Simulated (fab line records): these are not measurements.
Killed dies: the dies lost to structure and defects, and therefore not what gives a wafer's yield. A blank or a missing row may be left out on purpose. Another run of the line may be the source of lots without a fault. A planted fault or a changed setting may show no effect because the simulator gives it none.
fab line records -- flow sky130 -- part 1 of 2: steps 1 to 43 of 44
[record] lots = 5, wafers = 15, last_day = 50
route steps=708 shown LDD_LDN@292 SPACER@304 POLY_CUT@307 SD_P@320 RES_XHIGH@332 SALICIDE@361 PAD_OPEN@708
lots untouched by any fault: they come from a run of this same line in which no faults occurred
start_h: hours from the record's first day to the start of the lot's first wafer shown -- wait_h: hours from the lot's prior step to this one -- " repeats the value in the row above -- L1.1+2: several wafers, shown together as one row -- - no value, or no start was given -- * or withheld: withheld -- < > ~ a bound
route shown NAME@n: NAME is a module with steps in the file, n the number in the route of the first one -- usual: mean and standard deviation over wafers with no fault -- same: alike in all rows -- chamber/n: place in a boat -- sites: per-site readings -- _std_site: the values' standard deviation -- _edge_site: the outer-site mean with the inner-site mean subtracted -- radius_mm: how far each site lies from the wafer's centre -- mask NAME#n: copy n -- behind: the last tool/chamber to shape the wafer -- hold: the reason the lot was held/the length of the hold in hours/how it ended -- device: names the non-switching transistor (n, p or np) -- end of line: tests of these same wafers at the route's end -- a step without rows: its recipe alone -- killed: count of dies lost to structure and defects at first sort (not the wafer's yield) -- map: the dies of a wafer, with x for killed, . for not killed, _ for no die there
set.NAME: the run value of the setting; set.NAME@STEP: its run value at that earlier step -- model.NAME: the simulator's own value behind a step, which no gauge read
lots at some steps of the route; a table a step, a row a wafer
services: the hour from which a tool's chamber was out of use, counted from the record's first day as start_h (under 0 if before that day), plus the number of hours and why
[[steps]]
[step SKY_LDD_LDN_SOFTBAKE_03]
[recipe] temp_c = 90, time_s = 60, resist = NOVOLAK
[step SKY_LDD_LDN_EXPOSE_04]
[recipe] mask_id = LDNTM, na = 0.6, source_shape = conventional, sigma_outer = 0.6, polarization = unpolarized, target_cd_nm = 700, dose_mj = 140
[step SKY_LDD_LDN_PEB_05]
[recipe] temp_c = withheld, time_s = *, resist = NOVOLAK
[step SKY_LDD_LDN_DEVELOP_06]
[recipe] resist = NOVOLAK, developer = TMAH, develop_time_s = 60, dev_temp_c = 23
[step SKY_LDD_LDN_OVL_MEAS_07]
[usual] LDD_LDN_OVL = 1.0/1.2
lot.wafer,tool,chamber,start_h,wait_h,LDD_LDN_OVL[nm]
L427.2,overlay-01,-,585.78,0.1,-0.8
L427.4,overlay-01,-,585.78,0.1,0.3
L427.5,overlay-01,-,585.78,0.1,-0.5
L431.2,overlay-01,-,613.18,0.1,1.8
L431.3,overlay-01,-,613.18,0.1,1.8
L431.6,overlay-01,-,613.18,0.1,2.3
L440.4,overlay-01,-,690.19,0.1,-0.3
L440.5,overlay-01,-,690.19,0.1,0.9
L440.6,overlay-01,-,690.19,0.1,0.8
L442.3,overlay-02,-,708.89,0.1,-0.1
L442.4,overlay-02,-,708.89,0.1,1.3
L442.5,overlay-02,-,708.89,0.1,0.8
L444.1,overlay-01,-,726.38,0.1,2.1
L444.2,overlay-01,-,726.38,0.1,1.2
L444.6,overlay-01,-,726.38,0.1,2.4
[step SKY_LDD_LDN_IMPLANT_08]
[recipe] species = As, energy_kev = 15, dose_cm2 = 1.25e+13, tilt_deg = withheld, rotation_deg = 23
[step SKY_LDD_LDN_IMPLANT_09]
[recipe] species = As, energy_kev = 15, dose_cm2 = 1.25e+13, tilt_deg = withheld, rotation_deg = 113
[step SKY_LDD_LDN_IMPLANT_10]
[recipe] species = As, energy_kev = 15, dose_cm2 = 1.25e+13, tilt_deg = withheld, rotation_deg = 203
[step SKY_LDD_LDN_IMPLANT_11]
[recipe] species = As, energy_kev = 15, dose_cm2 = 1.25e+13, tilt_deg = withheld, rotation_deg = 293
[step SKY_LDD_LDN_STRIP_12]
[recipe] chemistry = O2/N2, power_w = 1400, pressure_mtorr = 1500, platen_temp_c = withheld, o2_flow_sccm = 3000, n2_flow_sccm = 300, overash_fraction = 0.5
[usual] drypump_motor_current_A = 5.9/0.47, oes_product_au = 0.715/0.0045, strip_time_to_endpoint_s = 14.19/0.045
lot.wafer,tool,chamber,start_h,wait_h,drypump_motor_current_A,oes_product_au,rf_hours_counter_h,strip_time_to_endpoint_s
L427.2,plasma_asher-01,0,586.41,0.1,5.2,0.720,17,14.17
L427.4,plasma_asher-01,1,586.41,0.1,5.2,0.704,-,14.16
L427.5,plasma_asher-01,0,586.41,0.1,5.2,0.717,-,14.19
L431.2,plasma_asher-01,0,613.81,0.1,5.2,0.716,20,14.22
L431.3,plasma_asher-01,0,613.81,0.1,5.2,0.717,-,14.20
L431.6,plasma_asher-01,0,613.81,0.1,5.2,0.711,-,14.16
L440.4,plasma_asher-04,1,690.84,0.1,6.1,0.715,-,14.28
L440.5,plasma_asher-04,0,690.84,0.1,6.1,0.714,-,14.17
L440.6,plasma_asher-04,1,690.84,0.1,6.1,0.716,-,14.24
L442.3,plasma_asher-03,0,709.55,0.1,5.9,0.727,-,14.19
L442.4,plasma_asher-03,1,709.55,0.1,6.5,0.717,-,14.21
L442.5,plasma_asher-03,1,709.55,0.1,6.5,0.719,-,14.23
L444.1,plasma_asher-01,0,727.02,0.1,5.2,0.722,29,14.17
L444.2,plasma_asher-01,1,727.02,0.1,5.2,0.709,29,14.22
L444.6,plasma_asher-01,0,727.02,0.1,5.2,0.715,-,14.15
[step SKY_LDD_LDN_TW_MEAS_13]
[usual] LDD_LDN_TW = 1485/12
lot.wafer,tool,chamber,start_h,wait_h,LDD_LDN_TW
L427.2,film_metro-02,-,586.52,0.1,1472
L427.4,film_metro-02,-,586.52,0.1,1481
L427.5,film_metro-02,-,586.52,0.1,1474
L431.2,film_metro-03,-,613.92,0.1,1497
L431.3,film_metro-03,-,613.92,0.1,1498
L431.6,film_metro-03,-,613.92,0.1,1498
L440.4,film_metro-02,-,690.94,0.1,1486
L440.5,film_metro-02,-,690.94,0.1,1484
L440.6,film_metro-02,-,690.94,0.1,1486
L442.3,film_metro-02,-,709.64,0.1,1484
L442.4,film_metro-02,-,709.64,0.1,1481
L442.5,film_metro-02,-,709.64,0.1,1479
L444.1,film_metro-01,-,727.12,0.1,1499
L444.2,film_metro-01,-,727.12,0.1,1490
L444.6,film_metro-01,-,727.12,0.1,1494
[step SKY_LDD_LDN_CLEAN_14]
[recipe] chemistry = SC1/SC2, mix = 1:4:20, temp_c = 70, time_s = 150, dry = n2_spin
[step SKY_SPACER_CVD_00]
[recipe] material = Si3N4, precursor = DCS/NH3, target_thk_nm = 43.1, temp_c = 770, time_s = 740, pressure_mtorr = 238.9
[usual] spike_tc_bottom_C = 791.0/2.3, spike_tc_centre_C = 770.1/1.1, spike_tc_lower_C = 770.5/1.4, spike_tc_top_C = 784.5/1.1, spike_tc_upper_C = 770.4/1, susceptor_temp_C = 770.0/0.37, zone_power_centre_pct = 14.06/0.14
lot.wafer,tool,chamber,start_h,wait_h,spike_tc_bottom_C,spike_tc_centre_C,spike_tc_lower_C,spike_tc_top_C,spike_tc_upper_C,susceptor_temp_C,zone_power_centre_pct,model.Si3N4_of_SPACER_CVD_00.thk_nm
L427.2,lpcvd-02,1,587.95,1.3,788.4,772.3,769.2,785.7,771.0,770.4,13.85,42.32
L427.4,lpcvd-02,1,587.95,1.3,790.0,772.0,768.3,784.6,769.9,770.0,13.61,42.27
L427.5,lpcvd-02,1,587.95,1.3,789.3,769.9,771.5,786.0,770.9,770.7,13.95,42.08
L431.2,lpcvd-02,1,615.55,1.5,774.1,754.5,753.7,767.5,753.8,753.8,13.36,31.02
L431.3,lpcvd-02,1,615.55,1.5,774.4,754.9,751.2,769.8,753.6,754.0,13.37,30.91
L431.6,lpcvd-02,1,615.55,1.5,774.4,754.5,753.0,768.5,754.8,753.5,13.51,31.06
L440.4,lpcvd-02,0,691.02,0.0,794.1,772.3,773.7,785.8,769.1,770.1,13.91,42.67
L440.5,lpcvd-02,0,691.02,0.0,792.8,771.4,771.1,786.3,771.0,769.9,13.98,42.7
L440.6,lpcvd-02,0,691.02,0.0,793.3,769.3,772.0,784.3,769.9,769.9,14.05,42.66
L442.3,lpcvd-02,0,709.73,0.0,793.9,768.2,770.3,782.7,771.8,769.1,14.23,42.04
L442.4,lpcvd-02,0,709.73,0.0,795.7,769.3,771.5,782.8,771.3,769.8,14.13,42.5
L442.5,lpcvd-02,0,709.73,0.0,793.3,769.8,771.3,784.4,770.5,769.5,14.16,42.48
L444.1,lpcvd-02,1,728.92,1.7,788.6,769.9,769.7,785.7,769.2,770.6,14.14,42
L444.2,lpcvd-02,1,728.92,1.7,790.2,770.0,770.1,785.3,771.0,770.6,14.04,42.65
L444.6,lpcvd-02,1,728.92,1.7,789.4,769.2,769.9,785.8,770.0,770.0,13.78,42.55
[step SKY_SPACER_THK_MEAS_01]
[recipe] reads = Si3N4_of_SPACER_CVD_00
[usual] SPACER_CVD_00_THK = 42.6/0.44
lot.wafer,tool,chamber,start_h,wait_h,SPACER_CVD_00_THK[nm]
L427.2,film_metro-04,-,589.17,0.0,42.3
L427.4,film_metro-04,-,589.17,0.0,42.2
L427.5,film_metro-04,-,589.17,0.0,42.1
L431.2,film_metro-03,-,617.37,0.0,31.1
L431.3,film_metro-03,-,617.37,0.0,30.9
L431.6,film_metro-03,-,617.37,0.0,31.0
L440.4,film_metro-04,-,692.25,0.0,42.7
L440.5,film_metro-04,-,692.25,0.0,42.7
L440.6,film_metro-04,-,692.25,0.0,42.6
L442.3,film_metro-04,-,710.96,0.0,42.0
L442.4,film_metro-04,-,710.96,0.0,42.5
L442.5,film_metro-04,-,710.96,0.0,42.5
L444.1,film_metro-03,-,730.12,0.0,42.0
L444.2,film_metro-03,-,730.12,0.0,42.7
L444.6,film_metro-03,-,730.12,0.0,42.5
[step SKY_SPACER_ETCHBACK_02]
[recipe] chemistry = CH3F/O2, target = Si3N4, stop_on = SiO2, source_w = 400, bias_w = 80, pressure_mtorr = 25, ch3f_flow_sccm = 40, O2_flow_sccm = 30, time_s = 46.7, target_depth_a = 450
[usual] drypump_motor_current_A = 5.8/0.54, oes_product_au = 0.849/0.007, throttle_valve_pct = 10.562/0.01
lot.wafer,tool,chamber,start_h,wait_h,drypump_motor_current_A,oes_product_au,rf_hours_counter_h,throttle_valve_pct,model.etch.depth_nm
L427.2,rie_diel-02,2,589.22,0.0,5.2,0.849,0,10.560,42.32
L427.4,rie_diel-02,3,589.22,0.0,6.4,0.847,56,10.562,42.27
L427.5,rie_diel-02,2,589.22,0.0,5.2,0.834,-,10.560,42.08
L431.2,rie_diel-01,0,617.42,0.0,6.5,0.723,29,10.550,31.02
L431.3,rie_diel-01,1,617.42,0.0,5.7,0.716,2,10.562,30.91
L431.6,rie_diel-01,1,617.42,0.0,5.7,0.721,-,10.538,31.06
L440.4,rie_diel-03,3,692.28,0.0,6.5,0.846,26,10.550,42.67
L440.5,rie_diel-03,0,692.28,0.0,5.6,0.851,-,10.560,42.7
L440.6,rie_diel-03,1,692.28,0.0,5.6,0.849,-,10.567,42.66
L442.3,rie_diel-01,2,711.00,0.0,6.5,0.844,21,10.546,42.04
L442.4,rie_diel-01,0,711.00,0.0,6.4,0.836,30,10.567,42.5
L442.5,rie_diel-01,1,711.00,0.0,5.7,0.840,-,10.562,42.48
L444.1,rie_diel-01,2,730.18,0.1,6.6,0.841,21,10.552,42
L444.2,rie_diel-01,1,730.18,0.1,5.7,0.843,4,10.561,42.65
L444.6,rie_diel-01,1,730.18,0.1,5.7,0.851,-,10.559,42.55
[step SKY_POLY_CUT_DEHYDRATE_00]
[recipe] temp_c = 200, time_s = 60
[step SKY_POLY_CUT_HMDS_01]
[recipe] prime_time_s = 60, prime_temp_c = 120
[step SKY_POLY_CUT_COAT_02]
[recipe] resist = BARC, temp_c = withheld, time_s = withheld, spin_rpm = 3000, resist_thk_nm = 60
[step SKY_POLY_CUT_COAT_03]
[recipe] resist = KrF-thick, spin_rpm = 3000, resist_thk_nm = 450
[step SKY_POLY_CUT_SOFTBAKE_04]
[recipe] temp_c = 100, time_s = 90, resist = KrF-thick
[step SKY_POLY_CUT_EXPOSE_05]
[recipe] mask_id = NPCM, na = 0.8, source_shape = annular, sigma_inner = 0.55, sigma_outer = 0.85, target_cd_nm = 270, dose_mj = 32
[step SKY_POLY_CUT_PEB_06]
[recipe] peb_temp_c = withheld, peb_time_s = withheld, resist = KrF-thick
[step SKY_POLY_CUT_DEVELOP_07]
[recipe] develop_time_s = 60, resist = KrF-thick, dev_temp_c = 21
[step SKY_POLY_CUT_CD_MEAS_08]
[recipe] target_cd_nm = 270
[usual] cd_nm = 269.4/1.5
lot.wafer,tool,chamber,start_h,wait_h,cd_nm
L427.2,cd_sem-01,-,618.94,-,271.0
L427.4,cd_sem-01,-,618.94,-,271.2
L427.5,cd_sem-01,-,618.94,-,271.1
L431.2,cd_sem-02,-,645.94,-,268.3
L431.3,cd_sem-02,-,645.94,-,269.2
L431.6,cd_sem-02,-,645.94,-,268.4
L440.4,cd_sem-01,-,720.53,-,270.2
L440.5,cd_sem-01,-,720.53,-,269.0
L440.6,cd_sem-01,-,720.53,-,271.6
L442.3,cd_sem-01,-,738.92,-,271.8
L442.4,cd_sem-01,-,738.92,-,270.7
L442.5,cd_sem-01,-,738.92,-,270.3
L444.1,cd_sem-02,-,758.63,-,269.2
L444.2,cd_sem-02,-,758.63,-,270.7
L444.6,cd_sem-02,-,758.63,-,270.9
[step SKY_POLY_CUT_OVL_MEAS_09]
[usual] POLY_CUT_OVL = -7/6.2
lot.wafer,tool,chamber,start_h,wait_h,POLY_CUT_OVL[nm]
L427.2,overlay-02,-,619.05,0.1,-7
L427.4,overlay-02,-,619.05,0.1,-13
L427.5,overlay-02,-,619.05,0.1,-3
L431.2,overlay-02,-,646.05,0.1,-5
L431.3,overlay-02,-,646.05,0.1,-19
L431.6,overlay-02,-,646.05,0.1,-10
L440.4,overlay-02,-,720.61,0.1,-3
L440.5,overlay-02,-,720.61,0.1,4
L440.6,overlay-02,-,720.61,0.1,-5
L442.3,overlay-02,-,739.01,0.1,-5
L442.4,overlay-02,-,739.01,0.1,-16
L442.5,overlay-02,-,739.01,0.1,-4
L444.1,overlay-02,-,758.75,0.1,-15
L444.2,overlay-02,-,758.75,0.1,-10
L444.6,overlay-02,-,758.75,0.1,-13
[step SKY_POLY_CUT_ETCH_10]
[recipe] chemistry = N2/H2, target = BARC, ion_energy_ev = 200, source_w = 500, bias_w = 100, pressure_mtorr = 30, n2_flow_sccm = 100, h2_flow_sccm = 200, stop_on = SiO2, time_s = 45.9, target_depth_a = 600
[usual] drypump_motor_current_A = 5.8/0.52, oes_product_au = 0.855/0.0049, throttle_valve_pct = 13.226/0.0091
lot.wafer,tool,chamber,start_h,wait_h,drypump_motor_current_A,oes_product_au,rf_hours_counter_h,throttle_valve_pct
L427.2,rie_diel-04,3,619.08,0.0,6.1,0.858,10,13.236
L427.4,rie_diel-04,0,619.08,0.0,5.5,0.857,7,13.225
L427.5,rie_diel-04,3,619.08,0.0,6.1,0.860,-,13.230
L431.2,rie_diel-01,1,646.08,0.0,5.7,0.851,3,13.232
L431.3,rie_diel-01,2,646.08,0.0,6.6,0.860,19,13.217
L431.6,rie_diel-01,0,646.08,0.0,6.4,0.854,-,13.231
L440.4,rie_diel-04,0,720.65,0.0,5.5,0.856,-,13.216
L440.5,rie_diel-04,1,720.65,0.0,6.1,0.853,-,13.229
L440.6,rie_diel-04,3,720.65,0.0,6.1,0.861,-,13.223
L442.3,rie_diel-03,1,739.04,0.0,5.6,0.852,6,13.233
L442.4,rie_diel-03,2,739.04,0.0,4.8,0.858,11,13.218
L442.5,rie_diel-03,2,739.04,0.0,4.8,0.856,-,13.232
L444.1,rie_diel-03,0,758.79,0.0,5.5,0.856,8,13.226
L444.2,rie_diel-03,3,758.79,0.0,6.5,0.861,28,13.235
L444.6,rie_diel-03,3,758.79,0.0,6.5,0.853,-,13.232
[step SKY_POLY_CUT_ETCH_11]
[recipe] target = Si3N4, chemistry = CF4/CH2F2/Ar, stop_on = poly-Si, source_w = 600, bias_w = 150, pressure_mtorr = 40, cf4_flow_sccm = 40, ch2f2_flow_sccm = 20, Ar_flow_sccm = 150, time_s = 42.5, target_depth_a = 600
[usual] drypump_motor_current_A = 5.8/0.53, oes_product_au = 0.831/0.0065, throttle_valve_pct = 14.994/0.0089
lot.wafer,tool,chamber,start_h,wait_h,drypump_motor_current_A,oes_product_au,rf_hours_counter_h,throttle_valve_pct
L427.2,rie_diel-04,3,619.12,0.0,6.1,0.845,10,14.993
L427.4,rie_diel-04,0,619.12,0.0,5.5,0.828,7,14.986
L427.5,rie_diel-04,3,619.12,0.0,6.1,0.836,-,14.986
L431.2,rie_diel-01,1,646.12,0.0,5.7,0.826,3,14.993
L431.3,rie_diel-01,2,646.12,0.0,6.6,0.827,19,14.987
L431.6,rie_diel-01,0,646.12,0.0,6.4,0.830,-,14.994
L440.4,rie_diel-04,0,720.69,0.0,5.5,0.842,-,14.996
L440.5,rie_diel-04,1,720.69,0.0,6.2,0.839,-,14.998
L440.6,rie_diel-04,3,720.69,0.0,6.1,0.837,-,14.984
L442.3,rie_diel-03,1,739.08,0.0,5.7,0.834,6,14.984
L442.4,rie_diel-03,2,739.08,0.0,4.8,0.834,11,14.991
L442.5,rie_diel-03,2,739.08,0.0,4.8,0.830,-,14.992
L444.1,rie_diel-03,0,758.83,0.0,5.6,0.836,8,14.992
L444.2,rie_diel-03,3,758.83,0.0,6.5,0.832,28,14.994
L444.6,rie_diel-03,3,758.83,0.0,6.5,0.835,-,14.986
[step SKY_POLY_CUT_STRIP_12]
[recipe] chemistry = O2/N2, power_w = 1400, pressure_mtorr = 1500, platen_temp_c = withheld, o2_flow_sccm = 3000, n2_flow_sccm = 300, overash_fraction = 0.5
[usual] drypump_motor_current_A = 6.0/0.32, oes_product_au = 0.453/0.0049, strip_time_to_endpoint_s = 5.362/0.021
lot.wafer,tool,chamber,start_h,wait_h,drypump_motor_current_A,oes_product_au,rf_hours_counter_h,strip_time_to_endpoint_s
L427.2,plasma_asher-03,1,619.16,0.0,6.5,0.457,50,5.363
L427.4,plasma_asher-03,1,619.16,0.0,6.5,0.448,-,5.345
L427.5,plasma_asher-03,1,619.16,0.0,6.5,0.447,-,5.371
L431.2,plasma_asher-04,1,646.16,0.0,6.0,0.453,90,5.343
L431.3,plasma_asher-04,0,646.16,0.0,6.0,0.443,-,5.348
L431.6,plasma_asher-04,1,646.16,0.0,6.0,0.449,-,5.353
L440.4,plasma_asher-04,1,720.74,0.0,6.0,0.457,-,5.383
L440.5,plasma_asher-04,0,720.74,0.0,6.1,0.458,-,5.381
L440.6,plasma_asher-04,1,720.74,0.0,6.0,0.451,-,5.374
L442.3,plasma_asher-02,0,739.15,0.1,5.8,0.450,-,5.399
L442.4,plasma_asher-02,1,739.15,0.1,5.4,0.455,-,5.377
L442.5,plasma_asher-02,0,739.15,0.1,5.9,0.450,-,5.385
L444.1,plasma_asher-02,0,758.87,0.0,5.9,0.445,92,5.344
L444.2,plasma_asher-02,1,758.87,0.0,5.5,0.458,92,5.375
L444.6,plasma_asher-02,1,758.87,0.0,5.4,0.451,-,5.367
[step SKY_SD_P_DEHYDRATE_00]
[recipe] temp_c = 200, time_s = 60
[step SKY_SD_P_HMDS_01]
[recipe] prime_time_s = 60, prime_temp_c = 120
[step SKY_SD_P_COAT_02]
[recipe] resist = NOVOLAK, spin_rpm = 3000, resist_thk_nm = 1140
[step SKY_SD_P_SOFTBAKE_03]
[recipe] temp_c = 90, time_s = 60, resist = NOVOLAK
[step SKY_SD_P_EXPOSE_04]
[recipe] mask_id = PSDM, na = 0.6, source_shape = conventional, sigma_outer = 0.6, polarization = unpolarized, target_cd_nm = 380, dose_mj = 138
[step SKY_SD_P_PEB_05]
[recipe] temp_c = withheld, time_s = *, resist = NOVOLAK
[step SKY_SD_P_DEVELOP_06]
[recipe] resist = NOVOLAK, developer = TMAH, develop_time_s = 60, dev_temp_c = 23
[step SKY_SD_P_CD_MEAS_07]
[recipe] target_cd_nm = 380
[usual] cd_nm = 380.3/2.3
lot.wafer,tool,chamber,start_h,wait_h,cd_nm
L427.2,cd_sem-02,-,647.19,0.1,378.7
L427.4,cd_sem-02,-,647.19,0.1,379.5
L427.5,cd_sem-02,-,647.19,0.1,377.2
L431.2,cd_sem-01,-,673.78,0.1,381.3
L431.3,cd_sem-01,-,673.78,0.1,382.6
L431.6,cd_sem-01,-,673.78,0.1,383.3
L440.4,cd_sem-02,-,748.82,0.1,380.5
L440.5,cd_sem-02,-,748.82,0.1,378.5
L440.6,cd_sem-02,-,748.82,0.1,381.2
L442.3,cd_sem-02,-,767.37,0.1,382.5
L442.4,cd_sem-02,-,767.37,0.1,382.7
L442.5,cd_sem-02,-,767.37,0.1,380.7
L444.1,cd_sem-01,-,785.51,0.1,380.9
L444.2,cd_sem-01,-,785.51,0.1,381.1
L444.6,cd_sem-01,-,785.51,0.1,378.9
[step SKY_SD_P_OVL_MEAS_08]
[usual] SD_P_OVL = 0.2/1.4
lot.wafer,tool,chamber,start_h,wait_h,SD_P_OVL[nm]
L427.2,overlay-02,-,647.30,0.1,1.2
L427.4,overlay-02,-,647.30,0.1,-0.1
L427.5,overlay-02,-,647.30,0.1,0.2
L431.2,overlay-01,-,673.89,0.1,-2.5
L431.3,overlay-01,-,673.89,0.1,-1.3
L431.6,overlay-01,-,673.89,0.1,0.3
L440.4,overlay-02,-,748.90,0.1,1.4
L440.5,overlay-02,-,748.90,0.1,1.4
L440.6,overlay-02,-,748.90,0.1,1.6
L442.3,overlay-01,-,767.46,0.1,2.0
L442.4,overlay-01,-,767.46,0.1,-1.8
L442.5,overlay-01,-,767.46,0.1,0.5
L444.1,overlay-02,-,785.63,0.1,0.5
L444.2,overlay-02,-,785.63,0.1,-0.3
L444.6,overlay-02,-,785.63,0.1,2.1
[step SKY_SD_P_IMPLANT_09]
[recipe] species = BF2, energy_kev = 20, dose_cm2 = 3e+15, tilt_deg = 0
[step SKY_SD_P_STRIP_10]
[recipe] chemistry = O2/N2, power_w = 1400, pressure_mtorr = 1500, platen_temp_c = withheld, o2_flow_sccm = 3000, n2_flow_sccm = 300, overash_fraction = 0.5
[usual] drypump_motor_current_A = 5.7/0.37, oes_product_au = 0.617/0.0047, strip_time_to_endpoint_s = 17.50/0.04
lot.wafer,tool,chamber,start_h,wait_h,drypump_motor_current_A,oes_product_au,rf_hours_counter_h,strip_time_to_endpoint_s
L427.2,plasma_asher-04,1,647.48,0.1,6.1,0.627,90,17.48
L427.4,plasma_asher-04,1,647.48,0.1,6.1,0.609,-,17.49
L427.5,plasma_asher-04,1,647.48,0.1,6.0,0.619,-,17.57
L431.2,plasma_asher-01,1,674.07,0.1,5.1,0.609,26,17.48
L431.3,plasma_asher-01,1,674.07,0.1,5.1,0.618,-,17.50
L431.6,plasma_asher-01,1,674.07,0.1,5.2,0.616,-,17.49
L440.4,plasma_asher-02,0,749.10,0.1,5.9,0.622,-,17.46
L440.5,plasma_asher-02,0,749.10,0.1,5.9,0.622,-,17.53
L440.6,plasma_asher-02,1,749.10,0.1,5.4,0.620,-,17.38
L442.3,plasma_asher-04,0,767.67,0.1,6.0,0.622,-,17.54
L442.4,plasma_asher-04,1,767.67,0.1,6.0,0.624,-,17.54
L442.5,plasma_asher-04,1,767.67,0.1,6.0,0.620,-,17.59
L444.1,plasma_asher-02,0,785.82,0.1,5.9,0.617,95,17.49
L444.2,plasma_asher-02,1,785.82,0.1,5.5,0.619,95,17.45
L444.6,plasma_asher-02,0,785.82,0.1,5.9,0.609,-,17.48
[step SKY_SD_P_TW_MEAS_11]
[usual] SD_P_TW = 2859/16
lot.wafer,tool,chamber,start_h,wait_h,SD_P_TW
L427.2,film_metro-03,-,647.59,0.1,2876
L427.4,film_metro-03,-,647.59,0.1,2892
L427.5,film_metro-03,-,647.59,0.1,2905
L431.2,film_metro-04,-,674.18,0.1,2840
L431.3,film_metro-04,-,674.18,0.1,2859
L431.6,film_metro-04,-,674.18,0.1,2851
L440.4,film_metro-01,-,749.20,0.1,2873
L440.5,film_metro-01,-,749.20,0.1,2873
L440.6,film_metro-01,-,749.20,0.1,2871
L442.3,film_metro-03,-,767.76,0.1,2872
L442.4,film_metro-03,-,767.76,0.1,2876
L442.5,film_metro-03,-,767.76,0.1,2855
L444.1,film_metro-04,-,785.92,0.1,2815
L444.2,film_metro-04,-,785.92,0.1,2832
L444.6,film_metro-04,-,785.92,0.1,2825
[step SKY_RES_XHIGH_DEHYDRATE_00]
[recipe] temp_c = 200, time_s = 60
[step SKY_RES_XHIGH_HMDS_01]
[recipe] prime_time_s = 60, prime_temp_c = 120
[step SKY_SALICIDE_CLEAN_00]
[recipe] chemistry = HF-last, time_s = 30, dilution = 100:1, dry = ipa_marangoni
lot.wafer,tool,chamber,start_h,wait_h,model.Si3N4_of_SPACER_CVD_00.thk_nm
L427.2,wet_bench-01,2,706.13,0.1,41.34
L427.4,wet_bench-01,2,706.13,0.1,41.29
L427.5,wet_bench-01,2,706.13,0.1,41.1
L431.2,wet_bench-02,3,731.57,0.2,30.05
L431.3,wet_bench-02,3,731.57,0.2,29.93
L431.6,wet_bench-02,3,731.57,0.2,30.08
L440.4,wet_bench-02,1,804.13,0.0,41.69
L440.5,wet_bench-02,1,804.13,0.0,41.72
L440.6,wet_bench-02,1,804.13,0.0,41.68
L442.3,wet_bench-04,3,822.73,0.1,41.07
L442.4,wet_bench-04,3,822.73,0.1,41.52
L442.5,wet_bench-04,3,822.73,0.1,41.51
L444.1,wet_bench-02,1,839.51,0.1,41.03
L444.2,wet_bench-02,1,839.51,0.1,41.68
L444.6,wet_bench-02,1,839.51,0.1,41.58
[[key]]
[first_sign] step = SKY_SPACER_CVD_00, reading = susceptor_temp_C, direction = down, sigmas = 44, usual = *, struck = *
[effect] step = SKY_SPACER_CVD_00, reading = spike_tc_upper_C, direction = down, sigmas = 16, usual = 770.4, struck = 754.1
[effect] step = SKY_SPACER_THK_MEAS_01, reading = SPACER_CVD_00_THK, direction = down, sigmas = 26, usual = 42.6, struck = 31.0
[effect] step = SKY_SPACER_ETCHBACK_02, reading = oes_product_au, direction = down, sigmas = 18, usual = 0.849, struck = 0.720
[model_effect] step = SKY_SPACER_CVD_00, value = Si3N4_of_SPACER_CVD_00.thk_nm, without = 42.58, struck = 31
[model_effect] step = SKY_SPACER_ETCHBACK_02, value = etch.depth_nm, without = 42.58, struck = 31
[model_effect] step = SKY_SALICIDE_CLEAN_00, value = Si3N4_of_SPACER_CVD_00.thk_nm, without = 41.6, struck = 30.02
[model_effect] step = SKY_PAD_OPEN_PROBE_99, value = etest.pfet_01v8.r_on_ohm_um, without = 2870, struck = 2500
met_at SKY_SPACER_CVD_00
struck_wafers L431.2,L431.3,L431.6
tester_left_out L431
onset_between 587.95 615.55
[fault] kind = process_parameter_drift, tool = lpcvd-02, chamber = 1, onset_h = 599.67, steps = SKY_SPACER_CVD_00, channel = temp_c, offset = *, shape = step, end_h = 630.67, acts_in = *, stated = *
// tester_left_out: of these lots the tester's yield and bins aren't shown, on N5 and GAA mostly nor the transistor test; their killed dies are dies lost to structure and defects alone, not to doping, threshold or leakage, so they don't give the yield
